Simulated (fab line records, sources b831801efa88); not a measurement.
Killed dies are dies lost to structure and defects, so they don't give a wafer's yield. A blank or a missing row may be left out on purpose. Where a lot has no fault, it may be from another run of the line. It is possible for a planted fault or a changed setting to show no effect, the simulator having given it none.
Commonality check across tools | flow sky130 | Sampled: 11 lots, 39 wafers

THE REASON FOR OPENING IT
2 of 11 lots carry a flag on the reading LDD_N_TW at SKY_LDD_N_TW_MEAS_17. No-fault wafers: 2599, standard deviation 19.
Rule: a lot gets a flag if all its wafers with a number sit over 4 standard deviations from that mean, or if no wafer of it has a number. As for the other lots, they are considered sound.

lot  | measured     | on           | LDD_N_TW, wafer by wafer      | flag
L615 | day 18 03:00 | filmMetro-02 | 2601 2588 2601                | 
L617 | day 18 22:00 | filmMetro-04 | 2615 2618 2615                | 
L616 | day 19 01:44 | filmMetro-02 | 2581 2609 2593                | 
L619 | day 19 11:25 | filmMetro-02 | 2601 2602 2592                | 
L625 | day 21 18:02 | filmMetro-01 | 2577 2572 2578                | 
L626 | day 22 04:40 | filmMetro-02 | 2465 2472 2474 2471 2480 2477 | FLAGGED
L628 | day 22 19:05 | filmMetro-02 | 2472 2474 2481 2483 2465 2487 | FLAGGED
L630 | day 23 08:44 | filmMetro-04 | 2612 2620 2628                | 
L632 | day 24 02:15 | filmMetro-04 | 2612 2606 2611                | 
L636 | day 25 09:42 | filmMetro-04 | 2626 2635 2625                | 
L637 | day 25 11:28 | filmMetro-02 | 2596 2599 2599                | 
The numbers of the flagged lots are 2475 on average: -124 against the usual, or -7 standard deviations.

TOOL THAT RAN EACH LOT
The record holds 2 process steps before the reading, out of a route of 708 steps. Each cell gives the tool, then ch followed by the chambers the sampled wafers passed through, then the start.
lot  | flag    | SKY_LDD_N_IMPLANT_09            | SKY_LDD_N_STRIP_16
L615 |         | implanter-01 ch 0, day 18 01:51 | plasmaAsher-03 ch 0,1, day 18 02:54
L617 |         | implanter-01 ch 0, day 18 20:51 | plasmaAsher-02 ch 0,1, day 18 21:54
L616 |         | implanter-01 ch 0, day 19 00:37 | plasmaAsher-04 ch 0,1, day 19 01:39
L619 |         | implanter-02 ch 0, day 19 10:17 | plasmaAsher-02 ch 0,1, day 19 11:18
L625 |         | implanter-04 ch 0, day 21 16:55 | plasmaAsher-03 ch 0,1, day 21 17:57
L626 | FLAGGED | implanter-01 ch 0, day 22 03:33 | plasmaAsher-02 ch 0,1, day 22 04:35
L628 | FLAGGED | implanter-01 ch 0, day 22 17:56 | plasmaAsher-04 ch 0,1, day 22 18:58
L630 |         | implanter-02 ch 0, day 23 07:35 | plasmaAsher-02 ch 0,1, day 23 08:37
L632 |         | implanter-02 ch 0, day 24 01:06 | plasmaAsher-04 ch 0,1, day 24 02:09
L636 |         | implanter-04 ch 0, day 25 08:33 | plasmaAsher-04 ch 0,1, day 25 09:36
L637 |         | implanter-02 ch 0, day 25 10:21 | plasmaAsher-04 ch 0,1, day 25 11:23
What is done by these steps:
- SKY_LDD_N_IMPLANT_09
- SKY_LDD_N_STRIP_16: strips in O2/N2.
- SKY_LDD_N_TW_MEAS_17

FLAGGED OVER TOTAL, TOOL BY TOOL (the gauges that took the reading come last)
step                 | tool           | lots run | flagged | share of the flagged lots | sound lots run after its first flagged lot
SKY_LDD_N_IMPLANT_09 | implanter-01   | 5        | 2       | all                       | 0
SKY_LDD_N_IMPLANT_09 | implanter-02   | 4        | 0       | none                      | -
SKY_LDD_N_IMPLANT_09 | implanter-04   | 2        | 0       | none                      | -
SKY_LDD_N_STRIP_16   | plasmaAsher-02 | 4        | 1       | some                      | 1 (L630)
SKY_LDD_N_STRIP_16   | plasmaAsher-03 | 2        | 0       | none                      | -
SKY_LDD_N_STRIP_16   | plasmaAsher-04 | 5        | 1       | some                      | 3 (L632,L636,L637)
SKY_LDD_N_TW_MEAS_17 | filmMetro-01   | 1        | 0       | none                      | -
SKY_LDD_N_TW_MEAS_17 | filmMetro-02   | 6        | 2       | all                       | 1 (L637)
SKY_LDD_N_TW_MEAS_17 | filmMetro-04   | 4        | 0       | none                      | -

WHAT THE TABLE PERMITS
Rows of the table that ran all the flagged lots, 2 in number: implanter-01 at SKY_LDD_N_IMPLANT_09; filmMetro-02 at SKY_LDD_N_TW_MEAS_17.
- implanter-01 at SKY_LDD_N_IMPLANT_09: 2 of its 5 lots flagged. Last sound lot L616 at day 19 00:37, first flagged lot L626 at day 22 03:33; a fault beginning in between fits. Its own readings (doseIonsCm2, faradayCurrentUA) fall more than 4 standard deviations out on all wafers of the flagged lots.
- filmMetro-02 at SKY_LDD_N_TW_MEAS_17: 2 of its 6 lots flagged. Sound lots followed the first flagged one (L637) on it, something a lasting fault affecting the whole tool could not allow.
Left over: one tool, implanter-01 at SKY_LDD_N_IMPLANT_09.

WHAT WAS PUT IN BY THE SIMULATOR
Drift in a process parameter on implanter-01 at SKY_LDD_N_IMPLANT_09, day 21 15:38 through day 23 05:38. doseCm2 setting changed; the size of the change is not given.
Lots struck among those shown: L626, L628. Same finding as the rule above.
